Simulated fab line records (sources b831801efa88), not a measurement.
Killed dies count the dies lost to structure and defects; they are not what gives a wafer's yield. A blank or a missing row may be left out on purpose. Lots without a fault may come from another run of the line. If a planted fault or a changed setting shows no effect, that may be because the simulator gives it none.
Which of the tools did it? | flow sky130 | Sampling: 6 lots, 16 wafers, 2 of 708 route steps

## WHAT THE GAUGES READ, wafer by wafer
SKY_VIA3_OVL_MEAS_13.
lot  | measured     | on         | VIA3_OVL (nm)
L302 | day 39 19:31 | overlay-01 | 1 4 -5
L307 | day 41 07:05 | overlay-01 | 7 -7 1
L308 | day 41 16:14 | overlay-02 | 1
L314 | day 43 14:13 | overlay-01 | -5 -5 2
L317 | day 44 04:14 | overlay-02 | -3 -3 2
L320 | day 45 09:49 | overlay-01 | 1 -2 7

## WHICH TOOL RAN EACH LOT (tool, then ch and the chambers of the sampled wafers, then the start)
lot  | SKY_VIA3_CMP_02
L302 | cmp-01 ch 1,2, day 38 17:38
L307 | cmp-02 ch 0,1,2, day 40 06:20
L308 | cmp-01 ch 2, day 40 15:50
L314 | cmp-02 ch 0,1,3, day 42 14:46
L317 | cmp-01 ch 0,1,3, day 43 04:43
L320 | cmp-01 ch 0,1,2, day 44 11:20
- SKY_VIA3_CMP_02: polishes SiO2.

## THE ANSWER, worked out from the rows above alone
Rule: what is usual is taken from the lots themselves. Put in order of their means at a reading, lots are off if they are a third of the lots or fewer, leave a main group of 4 or more, and stand apart from it by a gap of 3 or more times the standard deviation of the main group's means; of several such gaps the widest counts. The tables above print the reading to a certain number of digits; a main group whose means all agree to those digits is not used. A lot without any number at a reading at which 4 lots or more have one is off too. The other lots that the step has rows for count as sound.
Across all readings shown, no lot is off: no conclusion can be drawn from this.

## WHAT THE SIMULATOR HAD PUT IN
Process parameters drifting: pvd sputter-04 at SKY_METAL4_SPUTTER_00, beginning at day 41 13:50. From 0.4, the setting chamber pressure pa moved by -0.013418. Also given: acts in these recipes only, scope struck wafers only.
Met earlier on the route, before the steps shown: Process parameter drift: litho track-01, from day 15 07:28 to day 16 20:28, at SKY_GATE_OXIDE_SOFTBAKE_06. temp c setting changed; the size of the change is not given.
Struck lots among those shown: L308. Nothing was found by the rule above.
